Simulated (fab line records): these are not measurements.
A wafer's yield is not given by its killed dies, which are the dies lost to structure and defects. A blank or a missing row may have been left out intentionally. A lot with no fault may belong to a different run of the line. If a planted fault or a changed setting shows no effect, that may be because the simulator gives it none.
The tool behind it: which one? || flow gf180mcu || 15 lots, 45 wafers sampled, at 5 steps of a route of 602

WHAT THE GAUGES SHOWED, per wafer
GF_STI_THK_MEAS_02. Usual: STI_OXIDATION_THK gives 10.01 nm (standard deviation 0.21).
{"lot": "L891", "measured": "day 1 11:58", "on": "film metro-04", "STI_OXIDATION_THK (nm)": "9.75 9.94 10.05", "flag": ""}
{"lot": "L892", "measured": "day 1 16:31", "on": "film metro-03", "STI_OXIDATION_THK (nm)": "9.76 9.70 9.71", "flag": ""}
{"lot": "L894", "measured": "day 2 03:19", "on": "film metro-03", "STI_OXIDATION_THK (nm)": "9.85 10.00 10.01", "flag": ""}
{"lot": "L895", "measured": "day 2 08:01", "on": "film metro-03", "STI_OXIDATION_THK (nm)": "10.09 9.88 9.86", "flag": ""}
{"lot": "L896", "measured": "day 2 13:09", "on": "film metro-02", "STI_OXIDATION_THK (nm)": "10.15 9.79 9.93", "flag": ""}
{"lot": "L897", "measured": "day 2 17:32", "on": "film metro-02", "STI_OXIDATION_THK (nm)": "10.31 10.41 10.42", "flag": ""}
{"lot": "L898", "measured": "day 2 22:42", "on": "film metro-04", "STI_OXIDATION_THK (nm)": "10.14 9.95 10.09", "flag": ""}
{"lot": "L899", "measured": "day 3 04:24", "on": "film metro-04", "STI_OXIDATION_THK (nm)": "9.86 9.96 9.99", "flag": ""}
{"lot": "L903", "measured": "day 3 23:31", "on": "film metro-03", "STI_OXIDATION_THK (nm)": "9.73 9.83 9.68", "flag": ""}
{"lot": "L904", "measured": "day 4 04:31", "on": "film metro-03", "STI_OXIDATION_THK (nm)": "10.18 10.28 10.20", "flag": ""}
{"lot": "L905", "measured": "day 4 10:20", "on": "film metro-02", "STI_OXIDATION_THK (nm)": "9.58 9.60 9.45", "flag": ""}
{"lot": "L908", "measured": "day 5 00:35", "on": "film metro-02", "STI_OXIDATION_THK (nm)": "9.76 9.78 9.78", "flag": ""}
{"lot": "L910", "measured": "day 5 10:31", "on": "film metro-02", "STI_OXIDATION_THK (nm)": "10.07 10.10 9.81", "flag": ""}
{"lot": "L913", "measured": "day 6 01:31", "on": "film metro-02", "STI_OXIDATION_THK (nm)": "10.21 9.96 10.22", "flag": ""}
{"lot": "L914", "measured": "day 6 07:34", "on": "film metro-02", "STI_OXIDATION_THK (nm)": "10.06 10.06 10.07", "flag": ""}

GF_LVPWELL_OVL_MEAS_07. Usual: LVPWELL_OVL gives -0.1 nm (standard deviation 1.6).
{"lot": "L891", "measured": "day 3 20:48", "on": "overlay-01", "LVPWELL_OVL (nm)": "0.1 2.1 2.1", "flag": ""}
{"lot": "L892", "measured": "day 4 02:16", "on": "overlay-01", "LVPWELL_OVL (nm)": "-1.1 -2.5 -1.8", "flag": ""}
{"lot": "L894", "measured": "day 4 14:14", "on": "overlay-01", "LVPWELL_OVL (nm)": "-3.6 0.7 0.5", "flag": ""}
{"lot": "L895", "measured": "day 4 19:29", "on": "overlay-02", "LVPWELL_OVL (nm)": "-0.8 -1.8 -1.3", "flag": ""}
{"lot": "L896", "measured": "day 5 03:37", "on": "overlay-01", "LVPWELL_OVL (nm)": "-1.2 -1.4 -1.0", "flag": ""}
{"lot": "L897", "measured": "day 5 09:05", "on": "overlay-01", "LVPWELL_OVL (nm)": "0.1 0.7 1.0", "flag": ""}
{"lot": "L898", "measured": "day 5 12:41", "on": "overlay-01", "LVPWELL_OVL (nm)": "-1.3 -1.8 0.0", "flag": ""}
{"lot": "L899", "measured": "day 5 15:45", "on": "overlay-01", "LVPWELL_OVL (nm)": "127.6 127.1 126.7", "flag": "OFF"}
{"lot": "L903", "measured": "day 6 14:54", "on": "overlay-02", "LVPWELL_OVL (nm)": "125.4 125.4 126.6", "flag": "OFF"}
{"lot": "L904", "measured": "day 6 18:40", "on": "overlay-02", "LVPWELL_OVL (nm)": "126.7 126.0 125.5", "flag": "OFF"}
{"lot": "L905", "measured": "day 7 03:43", "on": "overlay-01", "LVPWELL_OVL (nm)": "127.9 127.8 129.5", "flag": "OFF"}
{"lot": "L908", "measured": "day 7 20:37", "on": "overlay-01", "LVPWELL_OVL (nm)": "2.1 1.3 2.7", "flag": ""}
{"lot": "L910", "measured": "day 8 10:59", "on": "overlay-02", "LVPWELL_OVL (nm)": "1.4 1.2 1.2", "flag": ""}
{"lot": "L913", "measured": "day 9 02:32", "on": "overlay-01", "LVPWELL_OVL (nm)": "2.3 0.8 1.8", "flag": ""}
{"lot": "L914", "measured": "day 9 09:41", "on": "overlay-01", "LVPWELL_OVL (nm)": "2.1 3.2 2.1", "flag": ""}

GF_VT_IMPLANT_RS_MEAS_49: the measuring method here is four-point-probe. Usual: MVPSD_RS gives 1168.8 ohm/sq (standard deviation 3).
{"lot": "L891", "measured": "day 7 13:43", "on": "film metro-03", "MVPSD_RS (ohm/sq)": "1168.2 1168.2 1165.3", "flag": ""}
{"lot": "L892", "measured": "day 7 19:38", "on": "film metro-01", "MVPSD_RS (ohm/sq)": "1170.1 1174.0 1172.8", "flag": ""}
{"lot": "L894", "measured": "day 8 12:01", "on": "film metro-01", "MVPSD_RS (ohm/sq)": "1171.9 1168.3 1171.2", "flag": ""}
{"lot": "L895", "measured": "day 8 19:25", "on": "film metro-03", "MVPSD_RS (ohm/sq)": "1166.0 1167.3 1168.3", "flag": ""}
{"lot": "L896", "measured": "day 9 05:34", "on": "film metro-03", "MVPSD_RS (ohm/sq)": "1156.3 1159.4 1161.8", "flag": "OFF"}
{"lot": "L897", "measured": "day 9 13:02", "on": "film metro-02", "MVPSD_RS (ohm/sq)": "1170.6 1169.6 1166.0", "flag": ""}
{"lot": "L898", "measured": "day 9 18:38", "on": "film metro-01", "MVPSD_RS (ohm/sq)": "1172.6 1172.0 1172.0", "flag": ""}
{"lot": "L899", "measured": "day 9 21:35", "on": "film metro-03", "MVPSD_RS (ohm/sq)": "1169.2 1167.5 1167.7", "flag": ""}
{"lot": "L903", "measured": "day 11 04:07", "on": "film metro-03", "MVPSD_RS (ohm/sq)": "1169.4 1168.7 1173.1", "flag": ""}
{"lot": "L904", "measured": "day 11 08:20", "on": "film metro-02", "MVPSD_RS (ohm/sq)": "1165.4 1169.1 1166.0", "flag": ""}
{"lot": "L905", "measured": "day 11 19:35", "on": "film metro-03", "MVPSD_RS (ohm/sq)": "1172.5 1173.3 1171.0", "flag": ""}
{"lot": "L908", "measured": "day 12 16:35", "on": "film metro-02", "MVPSD_RS (ohm/sq)": "1170.7 1171.7 1169.8", "flag": ""}
{"lot": "L910", "measured": "day 13 08:42", "on": "film metro-03", "MVPSD_RS (ohm/sq)": "1163.9 1170.4 1166.3", "flag": ""}
{"lot": "L913", "measured": "day 14 01:31", "on": "film metro-03", "MVPSD_RS (ohm/sq)": "1165.0 1166.5 1165.1", "flag": ""}
{"lot": "L914", "measured": "day 14 11:35", "on": "film metro-02", "MVPSD_RS (ohm/sq)": "1168.2 1173.3 1170.3", "flag": ""}

GF_DUAL_GATE_THK_MEAS_03. Usual: DUAL_GATE_OXIDATION_00_THK gives 10.82 nm (standard deviation 0.25).
{"lot": "L891", "measured": "day 7 15:28", "on": "film metro-03", "DUAL_GATE_OXIDATION_00_THK (nm)": "10.76 10.88 10.84", "flag": ""}
{"lot": "L892", "measured": "day 7 21:32", "on": "film metro-04", "DUAL_GATE_OXIDATION_00_THK (nm)": "10.83 10.87 10.60", "flag": ""}
{"lot": "L894", "measured": "day 8 13:53", "on": "film metro-02", "DUAL_GATE_OXIDATION_00_THK (nm)": "10.85 10.88 10.86", "flag": ""}
{"lot": "L895", "measured": "day 8 21:11", "on": "film metro-02", "DUAL_GATE_OXIDATION_00_THK (nm)": "11.10 10.98 11.29", "flag": ""}
{"lot": "L896", "measured": "day 9 07:20", "on": "film metro-03", "DUAL_GATE_OXIDATION_00_THK (nm)": "10.80 10.84 10.59", "flag": ""}
{"lot": "L897", "measured": "day 9 15:51", "on": "film metro-03", "DUAL_GATE_OXIDATION_00_THK (nm)": "10.68 10.76 10.91", "flag": ""}
{"lot": "L898", "measured": "day 9 20:58", "on": "film metro-02", "DUAL_GATE_OXIDATION_00_THK (nm)": "10.93 11.02 10.92", "flag": ""}
{"lot": "L899", "measured": "day 9 23:20", "on": "film metro-04", "DUAL_GATE_OXIDATION_00_THK (nm)": "10.80 10.84 10.91", "flag": ""}
{"lot": "L903", "measured": "day 11 09:31", "on": "film metro-03", "DUAL_GATE_OXIDATION_00_THK (nm)": "10.57 10.69 10.54", "flag": ""}
{"lot": "L904", "measured": "day 11 13:46", "on": "film metro-04", "DUAL_GATE_OXIDATION_00_THK (nm)": "10.96 10.71 10.61", "flag": ""}
{"lot": "L905", "measured": "day 11 21:19", "on": "film metro-02", "DUAL_GATE_OXIDATION_00_THK (nm)": "10.69 10.66 10.82", "flag": ""}
{"lot": "L908", "measured": "day 12 19:41", "on": "film metro-03", "DUAL_GATE_OXIDATION_00_THK (nm)": "10.51 10.72 10.68", "flag": ""}
{"lot": "L910", "measured": "day 13 10:32", "on": "film metro-03", "DUAL_GATE_OXIDATION_00_THK (nm)": "11.28 11.25 11.24", "flag": ""}
{"lot": "L913", "measured": "day 14 03:56", "on": "film metro-04", "DUAL_GATE_OXIDATION_00_THK (nm)": "11.08 10.97 11.03", "flag": ""}
{"lot": "L914", "measured": "day 14 13:20", "on": "film metro-04", "DUAL_GATE_OXIDATION_00_THK (nm)": "10.81 10.73 10.62", "flag": ""}

TOOL THAT RAN EACH LOT (tool first, then ch and the chambers of the sampled wafers, then the start)
{"lot": "L891", "GF_LVPWELL_EXPOSE_04": "iline stepper-01 ch 0, day 3 15:29"}
{"lot": "L892", "GF_LVPWELL_EXPOSE_04": "iline stepper-02 ch 0, day 3 19:43"}
{"lot": "L894", "GF_LVPWELL_EXPOSE_04": "iline stepper-01 ch 0, day 4 08:09"}
{"lot": "L895", "GF_LVPWELL_EXPOSE_04": "iline stepper-02 ch 0, day 4 13:01"}
{"lot": "L896", "GF_LVPWELL_EXPOSE_04": "iline stepper-02 ch 0, day 4 20:42"}
{"lot": "L897", "GF_LVPWELL_EXPOSE_04": "iline stepper-01 ch 0, day 5 02:33"}
{"lot": "L898", "GF_LVPWELL_EXPOSE_04": "iline stepper-02 ch 0, day 5 05:41"}
{"lot": "L899", "GF_LVPWELL_EXPOSE_04": "iline stepper-02 ch 0, day 5 08:48"}
{"lot": "L903", "GF_LVPWELL_EXPOSE_04": "iline stepper-02 ch 0, day 6 07:22"}
{"lot": "L904", "GF_LVPWELL_EXPOSE_04": "iline stepper-02 ch 0, day 6 10:54"}
{"lot": "L905", "GF_LVPWELL_EXPOSE_04": "iline stepper-02 ch 0, day 6 19:56"}
{"lot": "L908", "GF_LVPWELL_EXPOSE_04": "iline stepper-01 ch 0, day 7 12:43"}
{"lot": "L910", "GF_LVPWELL_EXPOSE_04": "iline stepper-01 ch 0, day 8 02:28"}
{"lot": "L913", "GF_LVPWELL_EXPOSE_04": "iline stepper-01 ch 0, day 8 17:40"}
{"lot": "L914", "GF_LVPWELL_EXPOSE_04": "iline stepper-01 ch 0, day 9 00:29"}
- GF_LVPWELL_EXPOSE_04: exposes mask LVPWELL, target cd 600 nm.

WHAT THE TOOLS THEMSELVES READ (means of the sampled wafers that have a number; where no wafer has one, the mark that the record gives instead)
The record holds no such reading with a usual standard deviation.

THE ANSWER, worked out from the rows above alone
Rule: a lot counts as off when the mean over its wafers that have a number is more than 3 standard deviations away from the usual mean. Also off: a lot with no number at a reading for which 4 or more lots have one. Where the step has rows for the other lots, those lots are counted as sound. The gauges are gone through in route order, then the tools' own readings, and for those a lot's mean is taken as printed above. The first step at which some lot is off is used, and at that step the reading that is off furthest; a lot without a number counts as furthest.
Off: L899, L903, L904, L905, at GF_LVPWELL_OVL_MEAS_07 (LVPWELL_OVL).
A tool fits if, at a process step before that reading, it ran every lot that is off, and no sound lot after the first of them. Those tools and the gauges at GF_LVPWELL_OVL_MEAS_07 are tried in the same way. One fits: iline stepper-02 at GF_LVPWELL_EXPOSE_04. A fault onset in the window from L898 (day 5 05:41, its last sound lot) to L899 (day 5 08:48, its first lot off) fits.

WHAT THE SIMULATOR PUT IN
Scanner matching overlay: iline stepper-02, from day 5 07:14 on, at GF_LVPWELL_EXPOSE_04. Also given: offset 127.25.
Struck lots among those shown: L899, L903, L904, L905. The same result came from the rule above.
